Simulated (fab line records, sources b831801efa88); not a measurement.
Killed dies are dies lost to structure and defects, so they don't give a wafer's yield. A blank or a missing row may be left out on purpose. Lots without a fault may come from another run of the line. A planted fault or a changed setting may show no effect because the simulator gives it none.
fab line records | flow sky130
record lots=10 wafers=30 last_day=50
route steps=708 shown CONTACT@421 VIA1@479 VIA2@510 METAL4@631
lots that met no fault: from a run of the same line without faults
start_h: hours from the record's first day to the start of the lot's first wafer shown | wait_h: hours since the lot's step before | " the same as in the row above | L1.1+2: a row that stands for several wafers | - no value, or no start given | * or withheld: withheld | < > ~ a bound
route shown NAME@n: a module of which the file shows steps, and the number in the route of the first | usual: mean/standard deviation of fault-free wafers | same: alike in all rows | chamber/n: place in a boat | sites: the reading at each site | _std_site: their standard deviation | _edge_site: outer sites' mean less inner sites' | radius_mm: how far each site lies from the wafer's centre | mask NAME#n: copy n | behind: the tool/chamber that last shaped the wafer | hold: why the lot was held/for how many hours/how that ended | device: the transistor (n, p or np) that didn't switch | end of line: the same wafers' tests at the end of the route | a step without rows: its recipe alone | killed: dies lost to structure and defects at the first sort, not the wafer's yield | map: a wafer's dies, x killed, . not, _ none there
set.NAME: the setting as run; set.NAME@STEP: as run at that earlier step | model.NAME: the simulator's own value behind a step, which no gauge read
steps of the route over a sample of lots; a table a step, a row a wafer
services: from which hour (start_h, from the record's first day; less than 0 if before it) a tool's chamber was out of use, for how many hours, and why
## steps
# step SKY_CONTACT_OVL_MEAS_15
# usual CONTACT_OVL=1/5.3
# columns lot.wafer tool chamber start_h wait_h CONTACT_OVL[nm]
L304.2 overlay-02 - 723.19 0.1 2
L304.5 " - " " 4
L304.6 " - " " 6
L307.1 overlay-01 - 748.52 0.1 8
L307.2 " - " " 9
L307.4 " - " " 10
L313.2 overlay-02 - 805.37 0.1 -2
L313.3 " - " " -5
L313.5 " - " " -2
L314.2 overlay-02 - 812.69 0.1 -2
L314.4 " - " " -11
L314.6 " - " " -8
L317.1 overlay-02 - 830.87 0.1 0
L317.4 " - " " 9
L317.5 " - " " 0
L319.2 overlay-01 - 845.72 0.1 -7
L319.3 " - " " 3
L319.6 " - " " -1
L323.1 overlay-02 - 887.72 0.1 1
L323.4 " - " " 8
L323.5 " - " " 11
L325.1 overlay-01 - 902.42 0.1 8
L325.4 " - " " 10
L325.5 " - " " 14
L327.1 overlay-02 - 906.71 0.1 -5
L327.4 " - " " 8
L327.5 " - " " 4
L326.2 overlay-01 - 907.59 0.1 -6
L326.5 " - " " 7
L326.6 " - " " -3
# step SKY_VIA1_CVD_21
# recipe material=W target_thk_nm=270 time_s=80.902 temp_c=400 pressure_torr=40
# usual heater_power_w=867/74
# columns lot.wafer tool chamber start_h wait_h heater_power_w
L304.2 cvd_w-01 0 781.70 0.0 908
L304.5 " 1 " " 762
L304.6 " 0 " " 885
L307.1 cvd_w-02 0 807.47 0.0 818
L307.2 " 1 " " 968
L307.4 " 1 " " 950
L313.2 cvd_w-01 1 859.40 0.0 770
L313.3 " 0 " " 920
L313.5 " 1 " " 789
L314.2 cvd_w-01 0 867.80 0.0 902
L314.4 " 0 " " 875
L314.6 " 0 " " 923
L317.1 cvd_w-02 0 884.75 0.0 826
L317.4 " 0 " " 864
L317.5 " 0 " " 838
L319.2 cvd_w-02 0 900.03 0.0 853
L319.3 " 1 " " 967
L319.6 " 1 " " 975
L323.1 cvd_w-01 1 942.83 0.0 777
L323.4 " 0 " " 865
L323.5 " 0 " " 870
L325.1 cvd_w-01 1 955.82 0.0 746
L325.4 " 1 " " 749
L325.5 " 1 " " 733
L327.1 cvd_w-02 0 959.95 0.0 850
L327.4 " 0 " " 847
L327.5 " 0 " " 861
L326.2 cvd_w-01 0 960.92 0.0 834
L326.5 " 0 " " 893
L326.6 " 1 " " 749
# step SKY_VIA1_RS_MEAS_22
# recipe thk_meas_gauge=four-point-probe reads=W_of_VIA1_CVD_21+TiN_of_VIA1_SPUTTER_20
# usual VIA1_W_RS=0.431/0.0042
# columns lot.wafer tool chamber start_h wait_h VIA1_W_RS[ohm/sq]
L304.2 film_metro-04 - 781.81 0.1 0.432
L304.5 " - " " 0.435
L304.6 " - " " 0.439
L307.1 film_metro-04 - 807.56 0.1 0.434
L307.2 " - " " 0.431
L307.4 " - " " 0.437
L313.2 film_metro-02 - 859.51 0.1 0.313
L313.3 " - " " 0.314
L313.5 " - " " 0.314
L314.2 film_metro-02 - 867.91 0.1 0.319
L314.4 " - " " 0.317
L314.6 " - " " 0.318
L317.1 film_metro-04 - 884.85 0.1 0.430
L317.4 " - " " 0.431
L317.5 " - " " 0.423
L319.2 film_metro-01 - 900.19 0.1 0.426
L319.3 " - " " 0.424
L319.6 " - " " 0.428
L323.1 film_metro-04 - 942.93 0.1 0.432
L323.4 " - " " 0.431
L323.5 " - " " 0.435
L325.1 film_metro-02 - 955.91 0.1 0.429
L325.4 " - " " 0.429
L325.5 " - " " 0.427
L327.1 film_metro-04 - 960.04 0.1 0.435
L327.4 " - " " 0.433
L327.5 " - " " 0.434
L326.2 film_metro-01 - 961.03 0.1 0.438
L326.5 " - " " 0.435
L326.6 " - " " 0.435
# step SKY_VIA1_THK_MEAS_23
# recipe thk_meas_gauge=xrf reads=W_of_VIA1_CVD_21
# usual VIA1_W_THK=271/3.1
# columns lot.wafer tool chamber start_h wait_h VIA1_W_THK[nm]
L304.2 film_metro-04 - 781.92 0.1 269
L304.5 " - " " 266
L304.6 " - " " 264
L307.1 film_metro-04 - 807.68 0.1 268
L307.2 " - " " 268
L307.4 " - " " 265
L313.2 film_metro-02 - 859.62 0.1 373
L313.3 " - " " 371
L313.5 " - " " 371
L314.2 film_metro-02 - 868.02 0.1 370
L314.4 " - " " 370
L314.6 " - " " 372
L317.1 film_metro-04 - 884.97 0.1 271
L317.4 " - " " 271
L317.5 " - " " 275
L319.2 film_metro-01 - 900.30 0.1 272
L319.3 " - " " 277
L319.6 " - " " 273
L323.1 film_metro-04 - 943.05 0.1 270
L323.4 " - " " 271
L323.5 " - " " 268
L325.1 film_metro-02 - 956.03 0.1 273
L325.4 " - " " 272
L325.5 " - " " 274
L327.1 film_metro-04 - 960.16 0.1 267
L327.4 " - " " 270
L327.5 " - " " 267
L326.2 film_metro-01 - 961.14 0.1 265
L326.5 " - " " 268
L326.6 " - " " 266
# step SKY_VIA1_CMP_24
# recipe stop_on=SiO2 t_overpolish_s=15 down_force_psi=3.5 platen_rpm=60 target_thk_nm=0 pad_velocity_m_s=0.94248
# usual edge_zone_pressure_frac=1.001/0.0049 motor_current_A=11.7/1 time_to_endpoint_s=65/3.1
# columns lot.wafer tool chamber start_h wait_h edge_zone_pressure_frac motor_current_A time_to_endpoint_s
L304.2 cmp-01 2 782.07 0.1 1.005 11.1 62
L304.5 " 0 " " 1.007 12.8 66
L304.6 " 1 " " 0.998 14.4 62
L307.4 cmp-02 1 807.74 0.0 1.006 12.0 64
L307.1 " 2 " " 0.994 11.5 64
L307.2 " 0 " " 1.008 11.8 63
L313.3 cmp-01 3 859.72 0.1 1.002 11.0 87
L313.2 " 0 " " 0.988 13.4 87
L313.5 " 3 " " 1.003 11.1 84
L314.2 cmp-01 3 868.07 0.0 1.003 11.6 89
L314.4 " 1 " " 1.008 12.8 92
L314.6 " 0 " " 1.003 12.9 90
L317.1 cmp-02 1 885.13 0.1 0.994 10.8 66
L317.4 " 2 " " 1.010 12.0 65
L317.5 " 3 " " 0.999 10.3 72
L319.3 cmp-01 2 900.36 0.0 1.010 11.4 65
L319.2 " 1 " " 1.002 13.4 70
L319.6 " 2 " " 1.010 11.1 63
L323.1 cmp-02 2 943.16 0.1 1.004 11.3 67
L323.4 " 0 " " 1.001 11.4 65
L323.5 " 2 " " 1.002 11.5 66
L325.1 cmp-01 3 956.19 0.1 0.996 11.7 62
L325.4 " 0 " " 1.007 13.2 65
L325.5 " 1 " " 1.000 13.7 64
L327.1 cmp-01 1 960.22 0.1 0.993 13.4 62
L327.4 " 2 " " 0.994 11.2 55
L327.5 " 1 " " 0.993 13.3 64
L326.2 cmp-02 0 961.19 0.0 0.999 10.9 63
L326.6 " 0 " " 1.003 11.4 62
L326.5 " 1 " " 1.005 12.1 62
# step SKY_VIA2_BOW_MEAS_03
# recipe mode=bow
# usual VIA2_BOW=87/7.3
# columns lot.wafer tool chamber start_h wait_h VIA2_BOW[um]
L304.2 film_metro-01 - 810.24 0.2 89
L304.5 " - " " 85
L304.6 " - " " 84
L307.1 film_metro-01 - 836.31 0.1 75
L307.2 " - " " 77
L307.4 " - " " 88
L313.2 film_metro-01 - 888.15 0.1 92
L313.3 " - " " 93
L313.5 " - " " 94
L314.2 film_metro-04 - 896.10 0.2 80
L314.4 " - " " 89
L314.6 " - " " 88
L317.1 film_metro-01 - 912.66 0.2 81
L317.4 " - " " 83
L317.5 " - " " 89
L319.2 film_metro-04 - 928.13 0.3 99
L319.3 " - " " 102
L319.6 " - " " 84
L323.1 film_metro-04 - 969.16 0.2 90
L323.4 " - " " 73
L323.5 " - " " 96
L325.1 film_metro-01 - 981.26 0.2 87
L325.4 " - " " 88
L325.5 " - " " 88
L327.1 film_metro-03 - 986.20 0.1 82
L327.4 " - " " 90
L327.5 " - " " 86
L326.2 film_metro-03 - 987.04 0.1 88
L326.5 " - " " 88
L326.6 " - " " 69
# step SKY_METAL4_DESCUM_15
# recipe chemistry=O2 source_power_w=150 bias_power_w=0 pressure_mtorr=10 temp_c=40 time_s=8
# usual drypump_motor_current_A=6.0/0.48 oes_product_au=0.996/0.01
# columns lot.wafer tool chamber start_h wait_h drypump_motor_current_A oes_product_au rf_hours_counter_h
L304.2 rie_metal-01 0 968.25 0.0 6.3 1.006 6
L304.5 " 1 " " 6.5 0.986 -
L304.6 " 0 " " 6.4 1.004 -
L307.1 rie_metal-03 0 991.03 0.0 5.6 1.021 13
L307.2 " 1 " " 6.2 0.997 9
L307.4 " 1 " " 6.2 0.997 -
L313.2 rie_metal-01 1 1036.70 0.0 6.5 0.989 17
L313.3 " 0 " " 6.3 1.002 -
L313.5 " 1 " " 6.5 0.991 -
L314.2 rie_metal-01 0 1044.80 0.0 6.3 0.996 11
L314.4 " 0 " " 6.4 0.988 -
L314.6 " 1 " " 6.5 0.977 -
L317.1 rie_metal-01 0 1058.50 0.0 6.4 1.002 12
L317.4 " 1 " " 6.5 0.992 -
L317.5 " 1 " " 6.5 0.986 -
L319.2 rie_metal-02 1 1072.57 0.0 5.2 1.002 22
L319.3 " 0 " " 5.6 0.999 -
L319.6 " 0 " " 5.6 0.985 -
L323.1 rie_metal-02 1 1104.48 0.0 5.2 1.007 25
L323.4 " 1 " " 5.2 0.996 -
L323.5 " 1 " " 5.2 0.986 -
L325.1 rie_metal-01 1 1118.22 0.0 6.5 0.988 24
L325.4 " 0 " " 6.4 0.995 -
L325.5 " 0 " " 6.4 0.996 -
L327.1 rie_metal-01 1 1122.32 0.0 6.5 0.988 24
L327.4 " 0 " " 6.3 0.987 -
L327.5 " 1 " " 6.5 0.993 -
L326.2 rie_metal-01 1 1122.65 0.0 6.5 0.987 24
L326.5 " 1 " " 6.5 0.987 -
L326.6 " 0 " " 6.4 1.004 -
## services
# columns tool chamber start_h hours kind
cvd_w-02 1 763.57 2.5 repair
cvd_w-02 1 794.45 1.2 repair
cmp-01 - 804.65 1.5 repair
cmp-01 - 807.68 1.6 repair
cmp-02 - 818.48 1.7 repair
cmp-01 - 826.36 5.6 pm
cvd_w-02 1 851.96 3.1 repair
cmp-02 - 865.42 4.4 repair
cmp-02 - 874.84 6.2 pm
cvd_w-01 - 904.00 14.0 pm
cvd_w-01 1 904.07 4.9 repair
cmp-02 - 912.00 4.0 pm
cmp-02 - 919.53 13.5 pm
rie_metal-01 - 959.68 2.8 pm
cmp-01 - 973.68 1.5 repair
cmp-01 - 987.55 3.5 repair
rie_metal-01 - 1011.82 1.4 pm
cmp-01 - 1026.94 0.5 repair
cmp-01 - 1062.52 0.9 repair
cmp-01 - 1078.31 0.3 repair
cmp-01 - 1082.89 0.7 repair
cvd_w-01 - 1083.95 2.8 pm
cmp-01 - 1084.00 4.0 pm
cmp-01 - 1097.65 6.2 pm
## key
first_sign step=SKY_VIA1_RS_MEAS_22 reading=VIA1_W_RS direction=down sigmas=28 usual=0.431 struck=0.316
effect step=SKY_VIA1_THK_MEAS_23 reading=VIA1_W_THK direction=up sigmas=32 usual=271 struck=371
effect step=SKY_VIA1_CMP_24 reading=time_to_endpoint_s direction=up sigmas=7.4 usual=* struck=*
met_at SKY_VIA1_CVD_21
struck_lots L313,L314
not_acting_at SKY_CONTACT_OVL_MEAS_15,SKY_VIA2_BOW_MEAS_03,SKY_METAL4_DESCUM_15
onset_between 781.70 859.40
fault kind=process_parameter_drift tool=cvd_w-01 chamber=- onset_h=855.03 steps=SKY_VIA1_CVD_21 channel=target_thk_nm offset=96.288 shape=step end_h=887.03 acts_in=these_recipes_only stated=270
